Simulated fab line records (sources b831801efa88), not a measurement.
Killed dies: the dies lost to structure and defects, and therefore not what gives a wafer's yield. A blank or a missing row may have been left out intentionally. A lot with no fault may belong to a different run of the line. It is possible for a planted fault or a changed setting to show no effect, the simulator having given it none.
Which tool did it? | flow sfq-line | Sampling: 15 lots, 45 wafers, 3 of 325 route steps

== WHAT THE GAUGES READ, wafer by wafer ==
The record holds no reading of a measuring or inspecting step that can be judged against a usual standard deviation.

== TOOL THAT RAN EACH LOT (tool first, then ch and the chambers of the sampled wafers, then the start) ==
lot  | SFQ_TRILAYER_I3_CMP_CMP_082   | SFQ_TRILAYER_I3_METRO_MEASURE_083 | SFQ_TRILAYER_I3_VIA_ETCH_VIA_ETCH_088
L436 | cmp-01 ch 0,2,3, day 27 23:15 | film-metro-04, day 28 01:04       | rie-diel-03 ch 0,3, day 30 00:17
L437 | cmp-02 ch 0,1,2, day 28 06:11 | film-metro-04, day 28 08:48       | rie-diel-03 ch 1,2, day 30 09:53
L438 | cmp-02 ch 0,1,2, day 28 15:11 | film-metro-04, day 28 17:48       | rie-diel-03 ch 0,3, day 30 19:29
L439 | cmp-01 ch 1,2,3, day 28 23:03 | film-metro-02, day 29 02:22       | rie-diel-04 ch 1,2,3, day 31 05:05
L442 | cmp-02 ch 1,2, day 30 05:41   | film-metro-02, day 30 09:12       | rie-diel-03 ch 2,3, day 32 13:08
L443 | cmp-02 ch 0,1,2, day 30 21:11 | film-metro-02, day 30 23:48       | rie-diel-03 ch 0,1,2, day 33 08:53
L444 | cmp-02 ch 0,1,3, day 31 08:28 | film-metro-04, day 31 10:47       | rie-diel-02 ch 0,3, day 34 00:29
L445 | cmp-01 ch 2,3, day 32 23:17   | film-metro-04, day 33 02:49       | rie-diel-02 ch 0,1, day 35 13:41
L446 | cmp-01 ch 0,2,3, day 33 09:47 | film-metro-04, day 33 11:37       | rie-diel-02 ch 0,3, day 35 22:05
L449 | cmp-01 ch 1,3, day 34 02:47   | film-metro-02, day 34 05:25       | rie-diel-02 ch 0,2,3, day 37 01:41
L451 | cmp-02 ch 0,1,2, day 35 01:58 | film-metro-01, day 35 04:59       | rie-diel-04 ch 0,2,3, day 38 19:59
L452 | cmp-01 ch 0,1,3, day 35 06:35 | film-metro-01, day 35 09:43       | rie-diel-04 ch 0,1,3, day 39 04:29
L453 | cmp-01 ch 1,2, day 35 17:22   | film-metro-02, day 35 20:41       | rie-diel-04 ch 1,3, day 39 19:26
L458 | cmp-02 ch 0,3, day 36 16:28   | film-metro-01, day 36 19:47       | rie-diel-04 ch 0,2,3, day 41 06:14
L459 | cmp-02 ch 0,1,3, day 36 19:28 | film-metro-04, day 36 22:35       | rie-diel-03 ch 0,2, day 41 08:38
- SFQ_TRILAYER_I3_CMP_CMP_082: polishes SiO2.
- SFQ_TRILAYER_I3_METRO_MEASURE_083
- SFQ_TRILAYER_I3_VIA_ETCH_VIA_ETCH_088: etches SiO2 in CHF3, stops on Nb, target depth 260 nm.

== WHAT THE TOOLS THEMSELVES READ (means of the sampled wafers that have a number; where no wafer has one, the mark that the record gives instead) ==
SFQ_TRILAYER_I3_CMP_CMP_082.
lot  | tool   | motor-current-A (A) | retaining-ring-pressure-frac | slurry-filter-dp-kPa (kPa) | time-to-endpoint-s (s)
L436 | cmp-01 | 10.2                | 1.003                        | 13.38                      | 224
L437 | cmp-02 | 11.1                | 0.999                        | 13.64                      | 217
L438 | cmp-02 | 10.8                | 0.997                        | 13.46                      | 217
L439 | cmp-01 | 9.2                 | 0.995                        | 13.53                      | 214
L442 | cmp-02 | 11.0                | 0.998                        | 13.42                      | 218
L443 | cmp-02 | 11.1                | 0.999                        | 13.48                      | 216
L444 | cmp-02 | 10.8                | 1.000                        | 13.58                      | 214
L445 | cmp-01 | 8.8                 | 1.000                        | 13.51                      | 214
L446 | cmp-01 | 10.1                | 1.007                        | 13.59                      | 211
L449 | cmp-01 | 9.7                 | 1.000                        | 13.44                      | 279
L451 | cmp-02 | 10.5                | 0.999                        | 13.51                      | 211
L452 | cmp-01 | 10.4                | 0.999                        | 13.45                      | 282
L453 | cmp-01 | 9.0                 | 1.001                        | 13.37                      | 276
L458 | cmp-02 | 10.4                | 1.001                        | 13.42                      | 211
L459 | cmp-02 | 10.7                | 1.001                        | 13.40                      | 211

SFQ_TRILAYER_I3_METRO_MEASURE_083.
lot  | tool          | thk-nm (nm)
L436 | film-metro-04 | 198.9
L437 | film-metro-04 | 200.2
L438 | film-metro-04 | 200.6
L439 | film-metro-02 | 200.7
L442 | film-metro-02 | 199.3
L443 | film-metro-02 | 200.1
L444 | film-metro-04 | 199.7
L445 | film-metro-04 | 198.9
L446 | film-metro-04 | 198.6
L449 | film-metro-02 | 303.7
L451 | film-metro-01 | 199.5
L452 | film-metro-01 | 305.7
L453 | film-metro-02 | 302.2
L458 | film-metro-01 | 199.4
L459 | film-metro-04 | 200.6

SFQ_TRILAYER_I3_VIA_ETCH_VIA_ETCH_088.
lot  | tool        | drypump-motor-current-A (A) | oes-product-au (a.u.) | rf-fwd-power-W (W)
L436 | rie-diel-03 | 5.67                        | 0.852                 | 516.9
L437 | rie-diel-03 | 5.72                        | 0.858                 | 518.0
L438 | rie-diel-03 | 5.68                        | 0.854                 | 516.8
L439 | rie-diel-04 | 5.65                        | 0.855                 | 516.3
L442 | rie-diel-03 | 5.78                        | 0.855                 | 516.5
L443 | rie-diel-03 | 5.61                        | 0.852                 | 516.5
L444 | rie-diel-02 | 5.46                        | 0.858                 | 517.2
L445 | rie-diel-02 | 5.62                        | 0.849                 | 517.7
L446 | rie-diel-02 | 5.43                        | 0.846                 | 516.7
L449 | rie-diel-02 | 5.27                        | 1.007                 | 516.0
L451 | rie-diel-04 | 5.77                        | 0.854                 | 518.0
L452 | rie-diel-04 | 5.61                        | 1.008                 | 517.1
L453 | rie-diel-04 | 5.66                        | 1.009                 | 514.2
L458 | rie-diel-04 | 5.76                        | 0.856                 | 517.6
L459 | rie-diel-03 | 5.65                        | 0.854                 | 517.8

== THE ANSWER, worked out from the rows above alone ==
Rule: the usual values come from the lots themselves. Put in order of their means at a reading, lots are off if they are a third of the lots or fewer, leave a main group of 4 or more, and stand apart from it by a gap of 3 or more times the standard deviation of the main group's means; of several such gaps the widest counts. The tables above print the reading to a certain number of digits; a main group whose means all agree to those digits is not used. Also off: a lot with no number at a reading for which 4 or more lots have one. Where the step has rows for the other lots, those lots are counted as sound. The gauges are gone through in route order, then the tools' own readings, and for those a lot's mean is taken as printed above. The first step at which some lot is off is used, and at that step the reading that is off furthest; a lot without a number counts as furthest.
Off: L449, L452, L453, at SFQ_TRILAYER_I3_CMP_CMP_082 (time-to-endpoint-s). The main group has a mean of 215 s with a standard deviation of 3.7.
A tool fits if, at that step or a process step before it, it ran every lot that is off, and no sound lot after the first of them. One fits: cmp-01 at SFQ_TRILAYER_I3_CMP_CMP_082. Its last sound lot is L446 (day 33 09:47), its first lot that is off L449 (day 34 02:47): a fault that began between those two fits.
The tool's own readings at SFQ_TRILAYER_I3_CMP_CMP_082 bear it out: on the lots that are off they differ by more than 5 times the standard deviation of the sound lots' means. time-to-endpoint-s reads 279 s there against 215 s on the sound lots.

== WHAT HAD BEEN PUT IN BY THE SIMULATOR ==
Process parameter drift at SFQ_TRILAYER_I3_CMP_CMP_082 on cmp-01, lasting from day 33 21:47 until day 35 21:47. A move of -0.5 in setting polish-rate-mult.
Shown lots that were struck: L449, L452, L453. The rule above found the same.
